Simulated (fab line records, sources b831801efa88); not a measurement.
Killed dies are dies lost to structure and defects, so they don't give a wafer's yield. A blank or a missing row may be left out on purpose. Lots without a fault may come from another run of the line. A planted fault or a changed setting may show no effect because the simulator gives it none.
Which tool did it? | flow sky130 | 10 lots, 30 wafers sampled, at 5 steps of a route of 708

WHAT THE GAUGES READ, wafer by wafer
SKY_VIA2_THK_MEAS_01.
lot  | measured     | on            | VIA2_HDPCVD_THK (nm)
L402 | day 34 00:49 | film_metro-03 | 1193 1196 1181
L403 | day 35 03:22 | film_metro-01 | 1199 1197 1191
L404 | day 35 21:07 | film_metro-03 | 1172 1179 1182
L405 | day 36 17:34 | film_metro-03 | 1175 1192 1173
L406 | day 36 19:28 | film_metro-03 | 1170 1179 1182
L407 | day 37 00:40 | film_metro-04 | 1155 1156 1158
L408 | day 37 07:29 | film_metro-04 | 1167 1151 1163
L418 | day 40 20:08 | film_metro-01 | 1186 1175 1178
L416 | day 41 01:07 | film_metro-01 | 1183 1173 432
L424 | day 42 16:16 | film_metro-01 | 1174 1186 1161

SKY_VIA2_OVL_MEAS_13.
lot  | measured     | on         | VIA2_OVL (nm)
L402 | day 34 23:43 | overlay-02 | 6 3 3
L403 | day 36 04:54 | overlay-02 | -1 -1 -1
L404 | day 36 23:38 | overlay-01 | 3 -3 -2
L405 | day 37 20:07 | overlay-02 | 1 9 4
L406 | day 37 21:35 | overlay-01 | -3 1 0
L407 | day 38 03:02 | overlay-01 | 1 7 3
L408 | day 38 08:08 | overlay-02 | -4 -1 -1
L418 | day 41 21:01 | overlay-01 | -8 -6 1
L416 | day 42 02:02 | overlay-01 | -5 -13 -6
L424 | day 43 16:16 | overlay-02 | 8 10 6

WHICH TOOL RAN EACH LOT (tool, then ch and the chambers of the sampled wafers, then the start)
lot  | SKY_METAL2_DESCUM_17              | SKY_METAL2_ETCH_18                | SKY_VIA2_HDPCVD_00
L402 | rie_metal-02 ch 0,1, day 33 23:55 | rie_metal-02 ch 0,1, day 33 23:56 | hdpcvd-02 ch 0,1, day 34 00:41
L403 | rie_metal-01 ch 0,1, day 35 02:25 | rie_metal-01 ch 0,1, day 35 02:26 | hdpcvd-01 ch 0,2, day 35 03:14
L404 | rie_metal-04 ch 0,1, day 35 20:10 | rie_metal-04 ch 0,1, day 35 20:11 | hdpcvd-01 ch 0,1,2, day 35 20:58
L405 | rie_metal-01 ch 0,1, day 36 16:37 | rie_metal-01 ch 0,1, day 36 16:39 | hdpcvd-02 ch 0,1,2, day 36 17:26
L406 | rie_metal-02 ch 1, day 36 18:31   | rie_metal-02 ch 1, day 36 18:32   | hdpcvd-02 ch 0,2, day 36 19:19
L407 | rie_metal-04 ch 0,1, day 36 23:44 | rie_metal-04 ch 0,1, day 36 23:46 | hdpcvd-02 ch 0,1,2, day 37 00:32
L408 | rie_metal-02 ch 0,1, day 37 06:31 | rie_metal-02 ch 0,1, day 37 06:33 | hdpcvd-02 ch 0,1, day 37 07:18
L418 | rie_metal-04 ch 0,1, day 40 19:08 | rie_metal-04 ch 0,1, day 40 19:10 | hdpcvd-01 ch 0,1,2, day 40 20:00
L416 | rie_metal-04 ch 0,1, day 41 00:13 | rie_metal-04 ch 0,1, day 41 00:14 | hdpcvd-01 ch 0,1, day 41 01:00
L424 | rie_metal-01 ch 0,1, day 42 15:22 | rie_metal-01 ch 0,1, day 42 15:24 | hdpcvd-02 ch 1,2, day 42 16:09
- SKY_METAL2_DESCUM_17: chemistry O2, time 8 s.
- SKY_METAL2_ETCH_18: etches BARC in N2/H2, stops on SiO2, time 45.9 s, target depth 60 nm.
- SKY_VIA2_HDPCVD_00: deposits SiO2, target thk 1180 nm, time 196.7 s.

WHAT THE TOOLS THEMSELVES READ (means of the sampled wafers that have a number; where no wafer has one, the mark that the record gives instead)
SKY_METAL2_DESCUM_17.
lot  | tool         | drypump_motor_current_A (A) | oes_product_au (a.u.)
L402 | rie_metal-02 | 5.3                         | 0.997
L403 | rie_metal-01 | 5.6                         | 1.005
L404 | rie_metal-04 | 5.7                         | 1.007
L405 | rie_metal-01 | 5.6                         | 1.000
L406 | rie_metal-02 | 5.1                         | 0.995
L407 | rie_metal-04 | 5.9                         | 1.003
L408 | rie_metal-02 | 5.3                         | 0.995
L418 | rie_metal-04 | 5.8                         | 1.004
L416 | rie_metal-04 | 5.7                         | 1.004
L424 | rie_metal-01 | 5.6                         | 1.002

SKY_METAL2_ETCH_18.
lot  | tool         | drypump_motor_current_A (A) | oes_product_au (a.u.) | throttle_valve_pct (%)
L402 | rie_metal-02 | 5.3                         | 0.859                 | 13.222
L403 | rie_metal-01 | 5.6                         | 0.853                 | 13.220
L404 | rie_metal-04 | 5.7                         | 0.854                 | 13.225
L405 | rie_metal-01 | 5.6                         | 0.857                 | 13.227
L406 | rie_metal-02 | 5.1                         | 0.860                 | 13.231
L407 | rie_metal-04 | 5.9                         | 0.855                 | 13.221
L408 | rie_metal-02 | 5.3                         | 0.855                 | 13.226
L418 | rie_metal-04 | 5.9                         | 0.858                 | 13.224
L416 | rie_metal-04 | 5.8                         | 0.856                 | 13.225
L424 | rie_metal-01 | 5.6                         | 0.857                 | 13.220

SKY_VIA2_HDPCVD_00.
lot  | tool      | sih4_flow_sccm (sccm) | susceptor_temp_C (C)
L402 | hdpcvd-02 | 60.16                 | 400.11
L403 | hdpcvd-01 | 60.00                 | 400.03
L404 | hdpcvd-01 | 60.07                 | 400.03
L405 | hdpcvd-02 | 59.93                 | 399.96
L406 | hdpcvd-02 | 60.16                 | 400.01
L407 | hdpcvd-02 | 59.96                 | 399.99
L408 | hdpcvd-02 | 60.10                 | 400.17
L418 | hdpcvd-01 | 60.04                 | 400.03
L416 | hdpcvd-01 | 59.95                 | 399.91
L424 | hdpcvd-02 | 59.86                 | 400.00

THE ANSWER, worked out from the rows above alone
Rule: what is usual is taken from the lots themselves. Put in order of their means at a reading, lots are off if they are a third of the lots or fewer, leave a main group of 4 or more, and stand apart from it by a gap of 3 or more times the standard deviation of the main group's means; of several such gaps the widest counts. A main group whose means are all the same, to the digits that the tables above print for the reading, isn't used. A lot without any number at a reading at which 4 lots or more have one is off too. The other lots that the step has rows for count as sound. The gauges are gone through in route order, then the tools' own readings, and for those a lot's mean is taken as printed above. The first step at which some lot is off is used, and at that step the reading that is off furthest; a lot without a number counts as furthest.
Off: L416, at SKY_VIA2_THK_MEAS_01 (VIA2_HDPCVD_THK). The main group: mean 1177 nm, standard deviation 12.
A tool fits if, at a process step before that reading, it ran every lot that is off, and no sound lot after the first of them. The gauges at SKY_VIA2_THK_MEAS_01 are tried like those tools. Can't be told from this: 2 tools fit, rie_metal-04 at SKY_METAL2_DESCUM_17 and SKY_METAL2_ETCH_18, hdpcvd-01 at SKY_VIA2_HDPCVD_00.

WHAT THE SIMULATOR HAD PUT IN
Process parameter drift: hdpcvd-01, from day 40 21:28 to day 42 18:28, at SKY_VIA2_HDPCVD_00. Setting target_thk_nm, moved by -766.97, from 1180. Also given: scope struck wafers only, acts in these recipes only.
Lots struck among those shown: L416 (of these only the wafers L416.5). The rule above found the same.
